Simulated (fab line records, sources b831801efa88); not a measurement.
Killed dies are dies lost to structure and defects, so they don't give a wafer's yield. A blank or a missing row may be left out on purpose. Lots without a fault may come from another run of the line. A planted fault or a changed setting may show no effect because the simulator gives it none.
Which tool did it? | flow sky130 | 11 lots, 33 wafers sampled, at 4 steps of a route of 708

WHAT THE GAUGES READ, wafer by wafer
SKY_VIA2_BOW_MEAS_03.
lot  | measured     | on            | VIA2_BOW (um)
L817 | day 35 13:20 | film_metro-02 | 93 91 84
L818 | day 35 20:23 | film_metro-03 | 89 83 84
L819 | day 35 23:27 | film_metro-03 | 77 88 89
L820 | day 36 06:26 | film_metro-03 | 71 86 92
L824 | day 37 14:08 | film_metro-04 | 83 90 88
L825 | day 37 18:37 | film_metro-04 | 86 89 82
L835 | day 40 22:20 | film_metro-04 | 82 78 92
L836 | day 40 23:19 | film_metro-02 | 91 85 91
L837 | day 41 11:17 | film_metro-04 | 87 94 105
L838 | day 41 16:08 | film_metro-02 | 81 85 89
L839 | day 41 16:52 | film_metro-02 | 89 80 82

WHICH TOOL RAN EACH LOT (tool, then ch and the chambers of the sampled wafers, then the start)
lot  | SKY_METAL1_DESCUM_17              | SKY_VIA1_ETCH_15                   | SKY_VIA2_CMP_02
L817 | rie_metal-02 ch 1, day 33 03:24   | rie_diel-04 ch 2,3, day 34 08:08   | cmp-02 ch 1,2, day 35 13:01
L818 | rie_metal-03 ch 1, day 33 09:44   | rie_diel-04 ch 2,3, day 34 14:28   | cmp-02 ch 0,1,2, day 35 20:08
L819 | rie_metal-03 ch 0,1, day 33 13:46 | rie_diel-04 ch 1,2,3, day 34 18:07 | cmp-02 ch 0,2,3, day 35 23:12
L820 | rie_metal-03 ch 0,1, day 33 21:01 | rie_diel-01 ch 1,2, day 35 00:58   | cmp-01 ch 0,2,3, day 36 06:08
L824 | rie_metal-03 ch 0,1, day 35 04:31 | rie_diel-04 ch 0,1,2, day 36 08:40 | cmp-02 ch 1,3, day 37 13:52
L825 | rie_metal-02 ch 0, day 35 09:24   | rie_diel-01 ch 0,2, day 36 13:10   | cmp-02 ch 1,2,3, day 37 18:19
L835 | rie_metal-04 ch 0,1, day 38 16:43 | rie_diel-03 ch 0,3, day 39 18:55   | cmp-02 ch 0,2,3, day 40 22:02
L836 | rie_metal-02 ch 0, day 38 17:25   | rie_diel-01 ch 0,1,3, day 39 20:10 | cmp-01 ch 2,3, day 40 23:04
L837 | rie_metal-03 ch 0,1, day 39 06:57 | rie_diel-04 ch 0,3, day 40 08:49   | cmp-02 ch 0,1, day 41 11:02
L838 | rie_metal-04 ch 0,1, day 39 12:08 | rie_diel-01 ch 0,1,2, day 40 13:46 | cmp-01 ch 1,2, day 41 15:49
L839 | rie_metal-02 ch 0,1, day 39 12:29 | rie_diel-03 ch 1,2,3, day 40 14:13 | cmp-02 ch 1,2,3, day 41 16:32
- SKY_METAL1_DESCUM_17: chemistry O2, time 8 s.
- SKY_VIA1_ETCH_15: etches SiO2 in C4F8/O2/Ar, stops on TiN, target depth 351 nm, time 54 s.
- SKY_VIA2_CMP_02: polishes SiO2.

WHAT THE TOOLS THEMSELVES READ (means of the sampled wafers that have a number; where no wafer has one, the mark that the record gives instead)
SKY_METAL1_DESCUM_17.
lot  | tool         | drypump_motor_current_A (A) | oes_product_au (a.u.) | rf_fwd_power_W (W)
L817 | rie_metal-02 | 6.2                         | 1.006                 | 147.1
L818 | rie_metal-03 | 5.5                         | 1.001                 | 146.3
L819 | rie_metal-03 | 5.1                         | 1.016                 | 146.6
L820 | rie_metal-03 | 5.1                         | 1.012                 | 146.6
L824 | rie_metal-03 | 5.3                         | 1.005                 | 146.4
L825 | rie_metal-02 | 5.8                         | 1.003                 | 147.4
L835 | rie_metal-04 | 6.1                         | 0.997                 | 146.7
L836 | rie_metal-02 | 5.8                         | 1.007                 | 148.0
L837 | rie_metal-03 | 5.3                         | 0.997                 | 146.5
L838 | rie_metal-04 | 5.8                         | 0.996                 | 147.3
L839 | rie_metal-02 | 5.9                         | 1.001                 | 148.2

SKY_VIA1_ETCH_15.
lot  | tool        | bias_w (W) | oes_product_au (a.u.) | rf_fwd_power_W (W)
L817 | rie_diel-04 | 1205       | 0.986                 | 1492
L818 | rie_diel-04 | 1201       | 0.982                 | 1491
L819 | rie_diel-04 | 1201       | 0.978                 | 1491
L820 | rie_diel-01 | 1197       | 0.978                 | 1479
L824 | rie_diel-04 | 1197       | 0.979                 | 1489
L825 | rie_diel-01 | 1199       | 0.976                 | 1479
L835 | rie_diel-03 | 1202       | 0.983                 | 1483
L836 | rie_diel-01 | 1202       | 0.984                 | 1485
L837 | rie_diel-04 | 1202       | 0.982                 | 1487
L838 | rie_diel-01 | 1196       | 0.976                 | 1485
L839 | rie_diel-03 | 1196       | 0.978                 | 1487

SKY_VIA2_CMP_02.
lot  | tool   | motor_current_A (A)
L817 | cmp-02 | 13.2
L818 | cmp-02 | 13.7
L819 | cmp-02 | 12.2
L820 | cmp-01 | 11.7
L824 | cmp-02 | 13.8
L825 | cmp-02 | 13.3
L835 | cmp-02 | 12.5
L836 | cmp-01 | 11.9
L837 | cmp-02 | 14.0
L838 | cmp-01 | 10.9
L839 | cmp-02 | 13.2

THE ANSWER, worked out from the rows above alone
Rule: what is usual is taken from the lots themselves. Put in order of their means at a reading, lots are off if they are a third of the lots or fewer, leave a main group of 4 or more, and stand apart from it by a gap of 3 or more times the standard deviation of the main group's means; of several such gaps the widest counts. A main group whose means are all the same, to the digits that the tables above print for the reading, isn't used. A lot without any number at a reading at which 4 lots or more have one is off too. The other lots that the step has rows for count as sound. The gauges are gone through in route order, then the tools' own readings, and for those a lot's mean is taken as printed above. The first step at which some lot is off is used, and at that step the reading that is off furthest; a lot without a number counts as furthest.
No lot is off at any reading shown: from this, nothing can be told.

WHAT THE SIMULATOR HAD PUT IN
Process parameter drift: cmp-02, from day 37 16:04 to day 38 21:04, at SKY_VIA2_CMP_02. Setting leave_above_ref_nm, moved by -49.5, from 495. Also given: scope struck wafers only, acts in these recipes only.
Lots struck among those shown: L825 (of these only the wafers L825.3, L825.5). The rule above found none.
